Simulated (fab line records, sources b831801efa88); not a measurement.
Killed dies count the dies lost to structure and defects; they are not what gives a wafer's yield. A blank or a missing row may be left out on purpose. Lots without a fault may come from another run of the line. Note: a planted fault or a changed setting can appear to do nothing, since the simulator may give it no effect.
A struck lot beside a sound one :: flow sky130 :: 21 steps out of a route of 708
Sound: wafers L880.1, L880.2, L880.5. Wafers struck: L895.2, L895.5, L895.6. The cause is given at the end.
At each step with rows: each side's tool, then ch and its chambers, then its first start. Under that, the readings that differ: sound wafers :: struck wafers :: difference of the means :: sigmas: that difference in standard deviations of wafers without a fault.
alike: a reading whose means differ by less than 2 such deviations, as well as words and numbers matching on both sides. not compared: withheld readings; readings where some wafer has no value; bounds like >300 that might hide an equal value; numbers whose values overlap and for which the record gives no deviation.
A row with sigmas, a row that says differs or no value, or rows on one side alone: a step with any of these is where the two part. When numbers do not overlap yet have no deviation, they are printed without sigmas and do not part them. A reading that every wafer of one side lacks parts them only if that side has two wafers or more.

first, 1 step without rows for these wafers: SKY_FIELD_ISO_CVD_24 (deposits SiO2, target thk 595 nm, time 99.2 s).
SKY_FIELD_ISO_THK_MEAS_25:
  sound: film metro-03 at day 3 21:55; struck: film metro-03 at day 7 05:08
  alike: FIELD_ISO_CVD_24_THK
then, 1 step without rows for these wafers: SKY_FIELD_ISO_ANNEAL_26 (time 1800 s).
SKY_FIELD_ISO_CMP_27: polishes, stops on Si3N4, t overpolish 16 s, target thk 457.8 nm.
  sound on cmp-02 ch 0,3, day 3 23:59; struck on cmp-01 ch 0,3, day 7 07:40
  alike: head pressure psi, motor current A, overpolish run s, time to endpoint s
then, 5 steps without rows for these wafers: SKY_FIELD_ISO_WET_ETCH_28 (etches SiO2 in dHF, target depth 23.7 nm, time 47 s); SKY_FIELD_ISO_WET_ETCH_29 (etches Si3N4 in H3PO4, target depth 160 nm, time 1825 s); SKY_FIELD_ISO_WET_ETCH_30 (etches SiO2 in dHF, target depth 25 nm, time 50 s); SKY_NWELL_CLEAN_00 (cleans in SC1/SC2, time 150 s); SKY_NWELL_OXIDATION_01 (stabilise 600 s, purge 300 s, target thk 10 nm).
SKY_NWELL_THK_MEAS_02:
  sound: film metro-01 at day 4 05:08; struck: film metro-02 at day 7 14:39
  alike: NWELL_OXIDATION_THK
then, 2 steps without rows for these wafers: SKY_DNWELL_DEHYDRATE_00 (time 60 s); SKY_DNWELL_HMDS_01 (prime time 60 s).
SKY_DNWELL_COAT_02: resist thk 2942 nm.
  sound on litho track-01 ch 0, day 4 12:31; struck on litho track-01 ch 0, day 7 23:15
reading: spin speed rpm (rpm)
sound: 2000.7 1998.9 2000.1
struck: 1813.6 1814.6 1815.0
difference: -185.5
sigmas: -99 or more

reading: model.coat_of_DNWELL_COAT_02.thk nm (nm)
sound: 2939 2934 2939
struck: 3094 3079 3089
difference: +150
sigmas: 
then, 3 steps without rows for these wafers: SKY_DNWELL_SOFTBAKE_03; SKY_DNWELL_EXPOSE_04 (exposes mask DNM, target cd 3000 nm); SKY_DNWELL_PEB_05.
SKY_DNWELL_DEVELOP_06: develop time 60 s.
  sound: litho track-04 ch 0; struck: litho track-02 ch 0
reading: model.coat_of_DNWELL_COAT_02.thk nm (nm)
sound: 2935 2930 2935
struck: 3090 3075 3085
difference: +150
sigmas: 
following that, these wafers have no rows for 1 step: SKY_DNWELL_IMPLANT_07.
SKY_DNWELL_STRIP_08: strips in O2/N2.
  sound on plasma asher-01 ch 0,1, day 4 21:19; struck on plasma asher-04 ch 0,1, day 8 10:08
reading: strip time to endpoint s (s)
sound: 36.24 36.18 36.22
struck: 38.00 37.81 37.93
difference: +1.70
sigmas: +18
  alike: chamber pressure mTorr, drypump motor current A, oes product au
  not compared: rf hours counter h
SKY_DNWELL_TW_MEAS_09:
  sound: film metro-01 at day 4 21:25; struck: film metro-04 at day 8 10:14
  alike: DNWELL_TW
-- the record jumps here: 43 days lie between the struck wafers' starts before and after (it left off in module DNWELL and takes up again in module PAD_OPEN, whose first step shown is number 708 of the route) --
SKY_PAD_OPEN_PROBE_99:
  sound: prober-01 at day 47 19:29; struck: prober-01 at day 51 05:35
  alike: killed_at_M0_to_M3, killed_at_M4_up, killed at contacts, killed at front end, killed at other, killed dies, killed open, killed short
  not compared: model.etest.res deep nwell.width nm

WHERE THEY PART
Earliest at SKY_DNWELL_COAT_02; latest, in this record, at SKY_DNWELL_STRIP_08. Later steps at which nothing parts them and some readings are alike: SKY_DNWELL_TW_MEAS_09, SKY_PAD_OPEN_PROBE_99.

WHY: what the simulator had put in
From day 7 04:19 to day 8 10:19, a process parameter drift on litho track-01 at SKY_DNWELL_COAT_02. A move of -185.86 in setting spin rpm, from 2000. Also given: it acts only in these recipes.
